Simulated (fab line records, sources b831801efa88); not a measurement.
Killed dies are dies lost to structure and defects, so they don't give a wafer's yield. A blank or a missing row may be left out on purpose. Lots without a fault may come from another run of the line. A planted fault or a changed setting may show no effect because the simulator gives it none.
Split-lot experiment | flow gf180mcu | 5 lots, 23 wafers read, on a route of 602 steps

THE SPLIT
At GF_M3_COAT_09 (resist thk 1000 nm), the setting resist_thk_nm was moved away from the recipe's 1000 nm on 10 of the 23 wafers read, by -2.2% to +5.7%. The other wafers ran this setting at the recipe's value.

The reading is taken at the split's own step.

THE READING
KrF_of_M3_COAT_09.thk_nm (the simulator's own value, which no gauge read), in nm, at GF_M3_COAT_09 (resist thk 1000 nm). The file gives no usual value for it. The 13 wafers here that ran the recipe average 1000.5 nm, standard deviation 2.6 nm.

wafer  | tool, chamber at the split | resist_thk_nm as run, nm | against the recipe | KrF_of_M3_COAT_09.thk_nm, nm | against lot-mates on the recipe
L074.2 | litho_track-03, 0          | 1000                     | recipe             | 1002                         | -
L074.4 | litho_track-03, 0          | 1000                     | recipe             | 1002                         | -
L074.6 | litho_track-03, 0          | 1000                     | recipe             | 1001                         | -
L076.1 | litho_track-03, 0          | 1000                     | recipe             | 1000                         | -
L076.2 | litho_track-03, 0          | 1049                     | +4.9%              | 1050                         | +49.0
L076.3 | litho_track-03, 0          | 1049                     | +4.9%              | 1051                         | +50.0
L076.5 | litho_track-03, 0          | 1000                     | recipe             | 1002                         | -
L076.6 | litho_track-03, 0          | 1049                     | +4.9%              | 1049                         | +48.0
L077.1 | litho_track-01, 0          | 977.9                    | -2.2%              | 981                          | -23.5
L077.3 | litho_track-01, 0          | 1000                     | recipe             | 1006                         | -
L077.4 | litho_track-01, 0          | 1000                     | recipe             | 1003                         | -
L077.5 | litho_track-01, 0          | 977.9                    | -2.2%              | 981.8                        | -22.7
L077.6 | litho_track-01, 0          | 977.9                    | -2.2%              | 982.5                        | -22.0
L081.2 | litho_track-02, 0          | 1000                     | recipe             | 999.5                        | -
L081.3 | litho_track-02, 0          | 1000                     | recipe             | 997.7                        | -
L081.4 | litho_track-02, 0          | 1000                     | recipe             | 1001                         | -
L081.5 | litho_track-02, 0          | 1048                     | +4.8%              | 1046                         | +46.6
L081.6 | litho_track-02, 0          | 1048                     | +4.8%              | 1047                         | +47.6
L084.1 | litho_track-01, 0          | 1057                     | +5.7%              | 1056                         | +58.7
L084.2 | litho_track-01, 0          | 1057                     | +5.7%              | 1058                         | +60.7
L084.3 | litho_track-01, 0          | 1000                     | recipe             | 999                          | -
L084.4 | litho_track-01, 0          | 1000                     | recipe             | 996                          | -
L084.5 | litho_track-01, 0          | 1000                     | recipe             | 996.9                        | -

THE FIT
A straight line over all 23 wafers: KrF_of_M3_COAT_09.thk_nm changes by +9.7 nm for each +1% of resist_thk_nm; r = +1.00; the points scatter about the line by 2.4 nm.
The same after taking each lot's own level away (the mean of its wafers on the recipe; 23 wafers): +10.2 nm for each +1%; r = +1.00; scatter 1.3 nm.
On that fit, the largest move of resist_thk_nm shifts the reading by 58 nm.
The lots' own levels span 997.30 to 1004.50 nm, that is 2.8 times the standard deviation above.
So the lot-to-lot level changes the slope little: the two slopes agree.
Check: with one of the wafers moved furthest among these (+5.7%) left out of the fit, the line predicts +57.5 nm for it against its lot-mates. It came out at +58.7 nm against them.

OTHER SPLITS ON THESE WAFERS
These wafers also went through other splits before the reading. Each is held against what the fit with the lots' levels taken away leaves over:
other split on the same wafers       | wafers away from the commonest value | r with KrF_of_M3_COAT_09.thk_nm (lot level and that fit taken away)
GF_V1_CMP_04 leave_above_ref_nm      | 5                                    | -0.26
GF_V1_ETCH_17 bias_w                 | 9                                    | +0.25
GF_V1_SPUTTER_22 chamber_pressure_pa | 15                                   | +0.30
GF_M2_SPUTTER_02 time_s              | 9                                    | +0.09
GF_M2_METAL_ETCH_16 bias_w           | 2                                    | -0.05
GF_V2_CMP_04 leave_above_ref_nm      | 5                                    | -0.18
GF_V2_PEB_12 peb_time_s              | 8                                    | +0.26
GF_V2_ETCH_16 source_w               | 11                                   | -0.13
GF_V2_SPUTTER_22 time_s              | 8                                    | +0.21

THE WHOLE CHAIN: every reading that the file lists as answering this split, in the file's order
step                | what it does                                                                         | reading                                                                   | change (the file's fit)                                                              | r (the file's)
GF_M3_COAT_09       | resist thk 1000 nm                                                                   | KrF_of_M3_COAT_09.thk_nm (the simulator's own value, which no gauge read) | +10.2 nm for each +1% of the setting                                                 | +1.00
GF_M3_STRIP_17      | strips in O2/N2                                                                      | strip_time_to_endpoint_s                                                  | withheld for each +1% of the setting                                                 | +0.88
GF_M3_METAL_ETCH_16 | etches the open film in Cl2/BCl3, stops on SiO2, target depth 627.5 nm, time 104.6 s | KrF_of_M3_COAT_09.thk_nm (the simulator's own value, which no gauge read) | +10.3 nm for each +1% of the setting, in a fit together with time_s@M3_METAL_ETCH_16 | 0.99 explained

THE FILE'S OWN FIT
KrF_of_M3_COAT_09.thk_nm changes by +10.2 nm for each +1% of resist_thk_nm, r = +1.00.
